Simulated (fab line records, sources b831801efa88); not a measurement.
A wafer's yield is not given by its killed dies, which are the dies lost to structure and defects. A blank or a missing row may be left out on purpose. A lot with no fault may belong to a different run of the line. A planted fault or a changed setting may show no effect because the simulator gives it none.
Chamber matching | flow sky130 | SKY_FIELD_ISO_CMP_27 on cmp-02: 4 sister chambers
The step polishes, stops on Si3N4, t overpolish 16 s, target thk 457.8 nm. 4 wafers are shown with their chamber, then 8 later ones without.

WAFERS PAIRED WITH THEIR CHAMBERS
wafer  | chamber | motor current A (A)
L914.4 | 0       | 10.2
L919.5 | 2       | 13.0
L919.6 | 3       | 12.1
L923.1 | 1       | 13.1

WAFERS WHOSE CHAMBER IS MISSING
wafer  | motor current A (A)
L923.3 | 11.5
L923.5 | 10.6
L924.1 | 12.3
L924.2 | 11.8
L924.5 | 13.5
L925.1 | 11.9
L925.5 | 11.7
L925.6 | 13.0

WHICH CHAMBER EACH WENT THROUGH
wafer  | from the rows above          | in truth
L923.3 | can't be placed: 3 or 0      | 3
L923.5 | 0                            | 0
L924.1 | can't be placed: 3 or 2 or 1 | 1
L924.2 | 3                            | 3
L924.5 | can't be placed: 1 or 2      | 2
L925.1 | 3                            | 3
L925.5 | 3                            | 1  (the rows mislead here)
L925.6 | can't be placed: 2 or 1      | 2
3 of 8 placed correctly. These rows do not allow placing 4 (true chamber among the candidates in 4). 1 placed wrongly.
How it was worked out, from the rows above alone: a wafer's distance from a chamber is the root of the sum, over the readings, of the square of ((its reading less the chamber's mean) divided by the reading's scatter). If the next closest chamber is less than 2 further off than the closest, the wafer can't be placed; otherwise it belongs to the closest. Each chamber's mean is taken over the wafers shown for it. The scatter: root of mean squared gap, hidden wafer to nearest shown wafer, with one shown wafer a chamber.
